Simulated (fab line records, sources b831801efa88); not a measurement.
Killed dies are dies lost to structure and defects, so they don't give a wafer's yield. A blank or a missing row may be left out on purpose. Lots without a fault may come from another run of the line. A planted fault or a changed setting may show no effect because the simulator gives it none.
A struck lot beside a sound one | flow sky130 | 47 steps out of a route of 708
Sound: wafers L170.1, L170.2, L170.4. Struck: wafers L184.1, L184.4, L184.5. The cause comes at the end.
At each step with rows: each side's tool, then ch and its chambers, then its first start. Under that, the readings that differ: sound wafers | struck wafers | difference of the means | sigmas: that difference in standard deviations of wafers without a fault.
alike: readings whose means differ by less than 2 such deviations, and words and numbers that are the same on both sides. not compared: withheld readings, readings that some wafer has no value for, bounds like >300 that may hide the same value, and numbers for which the record gives no deviation and whose values overlap.
The two part at a step that has a row with sigmas, a row that says differs or no value, or rows on one side only. Numbers that don't overlap but have no deviation are shown without sigmas and don't part them. A reading that every wafer of one side lacks parts them only if that side has two wafers or more.

SKY_POLY_GATE_CD_MEAS_13: target cd 150 nm.
  sound on cd_sem-01, day 20 10:59; struck on cd_sem-01, day 24 22:09
  alike: cd_nm
SKY_POLY_GATE_OVL_MEAS_14:
  sound on overlay-02, day 20 11:07; struck on overlay-02, day 24 22:16
  alike: POLY_GATE_OVL
SKY_POLY_GATE_ETCH_15: etches BARC in N2/H2, stops on SiO2, time 118.5 s, target depth 110 nm.
  sound on rie_diel-04 ch 1,2,3, day 20 11:09; struck on rie_diel-03 ch 0,1, day 24 22:19
  alike: bias_w, drypump_motor_current_A, oes_product_au, throttle_valve_pct
  not compared: rf_hours_counter_h
SKY_POLY_GATE_ETCH_16: etches Si3N4 in CH3F/O2, stops on poly-Si, time 147.5 s, target depth 75 nm.
  sound on rie_diel-04 ch 1,2,3, day 20 11:14; struck on rie_diel-03 ch 0,1, day 24 22:23
  alike: bias_w, drypump_motor_current_A, oes_product_au, throttle_valve_pct
  not compared: rf_hours_counter_h
SKY_POLY_GATE_ETCH_17: etches poly-Si in HBr/Cl2, stops on SiO2, target depth 180 nm, time 70.5 s.
  sound on rie_si-02 ch 0,2,3, day 20 11:20; struck on rie_si-01 ch 1,2,3, day 24 22:29
  alike: bias_w, drypump_motor_current_A, oes_product_au, throttle_valve_pct
  not compared: rf_hours_counter_h
SKY_POLY_GATE_STRIP_18: strips in O2/N2.
  sound on plasma_asher-02 ch 0,1, day 20 11:23; struck on plasma_asher-02 ch 0,1, day 24 22:32
  reading                      | sound          | struck         | difference | sigmas
  strip_time_to_endpoint_s (s) | 3.20 3.19 3.21 | 3.18 3.07 3.12 | -0.08      | -2
  alike: drypump_motor_current_A, oes_product_au
  not compared: rf_hours_counter_h
then, 2 steps without rows for these wafers: SKY_POLY_GATE_CLEAN_19 (cleans in SC1/SC2, time 150 s); SKY_POLY_GATE_OXIDATION_20 (stabilise 600 s, purge 300 s, target thk 4 nm).
SKY_POLY_GATE_THK_MEAS_21:
  sound on film_metro-02, day 20 12:47; struck on film_metro-02, day 25 01:02
  alike: POLY_GATE_OXIDATION_THK
SKY_POLY_GATE_CD_MEAS_22:
  sound on cd_sem-01, day 20 12:51; struck on cd_sem-02, day 25 01:05
  alike: cd_nm
then, 2 steps without rows for these wafers: SKY_LDD_N_DEHYDRATE_00 (time 60 s); SKY_LDD_N_HMDS_01 (prime time 60 s).
SKY_LDD_N_COAT_02: resist thk 300 nm.
  sound on litho_track-04 ch 0, day 21 03:59; struck on litho_track-02, day 25 15:11
  no value came back on the struck wafers for chill_plate_temp_C (C), dispense_pressure_kPa (kPa); on the sound wafers chill_plate_temp_C (C) reads 22.90 22.81 22.97
then, 4 steps without rows for these wafers: SKY_LDD_N_SOFTBAKE_03 (time 60 s); SKY_LDD_N_EXPOSE_04 (exposes mask NTM, target cd 840 nm); SKY_LDD_N_PEB_05; SKY_LDD_N_DEVELOP_06 (develop time 60 s).
SKY_LDD_N_OVL_MEAS_07:
  sound on overlay-01, day 21 19:08; struck on overlay-01, day 26 06:14
  reading        | sound       | struck | difference                    | sigmas
  LDD_N_OVL (nm) | 2.4 0.3 2.4 | - - -  | no value on the struck wafers |
then, 8 steps without rows for these wafers: SKY_LDD_N_IMPLANT_08; SKY_LDD_N_IMPLANT_09; SKY_LDD_N_IMPLANT_10; SKY_LDD_N_IMPLANT_11; SKY_LDD_N_IMPLANT_12; SKY_LDD_N_IMPLANT_13; SKY_LDD_N_IMPLANT_14; SKY_LDD_N_IMPLANT_15.
SKY_LDD_N_STRIP_16: strips in O2/N2.
  sound on plasma_asher-02 ch 0,1, day 21 20:23; struck on plasma_asher-03 ch 0,1, day 26 07:29
  no value came back on the struck wafers for oes_product_au (a.u.), strip_time_to_endpoint_s (s); on the sound wafers oes_product_au (a.u.) reads 0.398 0.410 0.406
  alike: drypump_motor_current_A
  not compared: rf_hours_counter_h
SKY_LDD_N_TW_MEAS_17:
  sound on film_metro-04, day 21 20:29; struck on film_metro-03, day 26 07:35
  alike: LDD_N_TW
then, 7 steps without rows for these wafers: SKY_LDD_P_DEHYDRATE_00 (time 60 s); SKY_LDD_P_HMDS_01 (prime time 60 s); SKY_LDD_P_COAT_02 (resist thk 1152 nm); SKY_LDD_P_SOFTBAKE_03 (time 60 s); SKY_LDD_P_EXPOSE_04 (exposes mask PSDM, target cd 380 nm); SKY_LDD_P_PEB_05; SKY_LDD_P_DEVELOP_06 (develop time 60 s).
SKY_LDD_P_CD_MEAS_07: target cd 380 nm.
  sound on cd_sem-01, day 23 03:08; struck on cd_sem-02, day 27 11:27
  alike: cd_nm
SKY_LDD_P_OVL_MEAS_08:
  sound on overlay-02, day 23 03:16; struck on overlay-02, day 27 11:34
  alike: LDD_P_OVL
then, 2 steps without rows for these wafers: SKY_LDD_P_IMPLANT_09; SKY_LDD_P_STRIP_10 (strips in O2/N2).
SKY_LDD_P_TW_MEAS_11:
  sound on film_metro-03, day 23 03:33; struck on film_metro-02, day 27 11:51
  reading  | sound       | struck         | difference | sigmas
  LDD_P_TW | 636 633 635 | 2616 2630 2622 | +1988      | +99 or more
then, 2 steps without rows for these wafers: SKY_LDD_HVN_DEHYDRATE_00 (time 60 s); SKY_LDD_HVN_HMDS_01 (prime time 60 s).
SKY_LDD_HVN_TW_MEAS_10:
  sound on film_metro-04, day 24 09:02; struck on film_metro-02, day 28 15:59
  reading    | sound          | struck         | difference | sigmas
  LDD_HVN_TW | 1413 1419 1427 | 2732 2728 2719 | +1307      | +69
SKY_LDD_HVP_TW_MEAS_10:
  sound on film_metro-04, day 25 13:41; struck on film_metro-03, day 29 20:02
  reading    | sound       | struck         | difference | sigmas
  LDD_HVP_TW | 447 451 451 | 2583 2565 2583 | +2127      | +99 or more
SKY_LDD_LDN_TW_MEAS_13:
  sound on film_metro-04, day 26 19:08; struck on film_metro-01, day 31 00:59
  reading    | sound          | struck         | difference | sigmas
  LDD_LDN_TW | 1455 1455 1455 | 2634 2623 2628 | +1173      | +99 or more
-- the record jumps here: 2 days lie between the struck wafers' starts before and after (it left off in module LDD_LDN and takes up again in module SD_P, whose first step shown is number 331 of the route) --
SKY_SD_P_TW_MEAS_11:
  sound on film_metro-01, day 29 06:33; struck on film_metro-01, day 33 10:54
  reading | sound          | struck         | difference | sigmas
  SD_P_TW | 2813 2811 2811 | 3036 3034 3030 | +222       | +6
SKY_RES_XHIGH_TW_MEAS_09:
  sound on film_metro-04, day 30 10:41; struck on film_metro-01, day 34 13:14
  reading      | sound          | struck         | difference | sigmas
  RES_XHIGH_TW | 1601 1605 1594 | 2667 2677 2681 | +1075      | +43

WHERE THEY PART
First at SKY_POLY_GATE_STRIP_18; last, within this record, at SKY_RES_XHIGH_TW_MEAS_09.

WHY: what the simulator had put in
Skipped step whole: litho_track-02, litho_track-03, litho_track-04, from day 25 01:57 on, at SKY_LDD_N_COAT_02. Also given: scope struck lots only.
